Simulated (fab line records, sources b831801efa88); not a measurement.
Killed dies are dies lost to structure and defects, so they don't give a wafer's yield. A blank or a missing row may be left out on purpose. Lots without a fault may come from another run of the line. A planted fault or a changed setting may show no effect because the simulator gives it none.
Which tool did it? | flow gf180mcu | 11 lots, 33 wafers sampled, at 1 step of a route of 602

WHAT THE GAUGES READ, wafer by wafer
GF_V4_BOW_MEAS_05.
lot  | measured     | on            | V4_BOW (um)
L339 | day 23 16:33 | film_metro-03 | 148 139 139
L340 | day 24 09:59 | film_metro-02 | 135 133 129
L341 | day 24 13:38 | film_metro-03 | 125 133 134
L342 | day 25 04:08 | film_metro-03 | 139 147 135
L344 | day 25 16:23 | film_metro-03 | 122 110 123
L345 | day 25 18:27 | film_metro-01 | 139 137 131
L348 | day 27 01:58 | film_metro-02 | 142 122 123
L351 | day 28 01:17 | film_metro-02 | 133 132 131
L357 | day 29 12:15 | film_metro-02 | 127 123 132
L358 | day 30 00:35 | film_metro-02 | 128 133 123
L361 | day 30 18:38 | film_metro-02 | 144 135 137

WHICH TOOL RAN EACH LOT (tool, then ch and the chambers of the sampled wafers, then the start)
The record holds no process step before these readings.

WHAT THE TOOLS THEMSELVES READ (means of the sampled wafers that have a number; where no wafer has one, the mark that the record gives instead)
The record holds no such reading with a usual standard deviation.

THE ANSWER, worked out from the rows above alone
Rule: what is usual is taken from the lots themselves. Put in order of their means at a reading, lots are off if they are a third of the lots or fewer, leave a main group of 4 or more, and stand apart from it by a gap of 3 or more times the standard deviation of the main group's means; of several such gaps the widest counts. A main group whose means are all the same, to the digits that the tables above print for the reading, isn't used. A lot without any number at a reading at which 4 lots or more have one is off too. The other lots that the step has rows for count as sound. The gauges are gone through in route order, then the tools' own readings, and for those a lot's mean is taken as printed above. The first step at which some lot is off is used, and at that step the reading that is off furthest; a lot without a number counts as furthest.
No lot is off at any reading shown: from this, nothing can be told.

WHAT THE SIMULATOR HAD PUT IN
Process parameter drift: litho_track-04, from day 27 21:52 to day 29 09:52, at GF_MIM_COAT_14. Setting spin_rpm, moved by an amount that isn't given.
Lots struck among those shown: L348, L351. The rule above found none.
